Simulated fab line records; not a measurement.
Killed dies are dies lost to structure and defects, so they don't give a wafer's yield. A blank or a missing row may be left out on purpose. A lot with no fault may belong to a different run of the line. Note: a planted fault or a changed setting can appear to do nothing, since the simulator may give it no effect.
Matching of chambers -- flow sfq line -- SFQ_TRILAYER_I6_CMP_CMP_166 on cmp-01 has 4 sister chambers
The step polishes SiO2. 18 wafers are shown with their chamber, then 9 later ones without.

## WAFERS WITH THEIR CHAMBER
wafer,chamber,motor current A (A),time to endpoint s (s),slurry filter dp kPa (kPa)
L994.2,1,11.1,210,13.27
L994.3,2,9.6,189,13.46
L994.4,0,10.5,211,13.60
L995.3,2,10.1,198,13.19
L995.4,1,11.1,213,13.63
L995.6,1,10.4,215,13.51
L997.1,1,10.7,224,13.66
L997.4,0,11.0,210,13.68
L997.6,2,9.3,202,13.30
L101.2,3,9.5,204,13.53
L101.4,2,9.1,200,13.41
L101.6,0,11.0,206,13.65
L106.1,0,11.0,201,13.64
L106.2,1,10.3,215,13.54
L106.6,0,10.9,214,13.28
L111.2,2,9.9,213,13.34
L111.3,1,10.4,223,13.37
L111.4,0,10.9,222,13.52

SIGNATURES (averages over the wafers above)
reading,chamber 0,chamber 1,chamber 2,chamber 3,scatter within a chamber
motor current A,10.883,10.667,9.600,9.500,0.33
time to endpoint s,210.67,216.67,200.40,204.00,7.12
slurry filter dp kPa,13.5617,13.4967,13.3400,13.5300,0.138
Rule: a wafer's distance from a chamber is the root of the sum, over the readings, of the square of ((its reading less the chamber's mean) divided by the reading's scatter). If the next closest chamber is less than 2 further off than the closest, the wafer can't be placed; otherwise it belongs to the closest. How the scatter is found: for the shown wafers, subtract from each reading the mean of its chamber, square and add these, divide the total by (wafers less chambers), then take the root.

## WAFERS WITHOUT THEIR CHAMBER
wafer,motor current A (A),time to endpoint s (s),slurry filter dp kPa (kPa)
L113.2,10.9,219,13.50
L113.1,9.7,211,13.50
L113.5,10.9,222,13.59
L115.2,10.9,216,13.44
L115.3,10.0,207,13.76
L115.4,10.7,218,13.64
L116.4,11.1,231,13.50
L116.3,8.7,213,13.26
L116.6,10.9,219,13.39

## EACH ONE'S CHAMBER
wafer,from the rows above,in truth
L113.2,can't be placed: 1 or 0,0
L113.1,can't be placed: 3 or 2 or 1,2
L113.5,can't be placed: 1 or 0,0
L115.2,can't be placed: 1 or 0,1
L115.3,can't be placed: 3 or 0 or 1 or 2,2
L115.4,can't be placed: 1 or 0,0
L116.4,can't be placed: 1 or 0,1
L116.3,can't be placed: 2 or 3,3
L116.6,can't be placed: 1 or 0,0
Placed correctly: 0 of 9. These rows do not allow placing 9 (true chamber among the candidates in 9). Wrongly placed: 0.
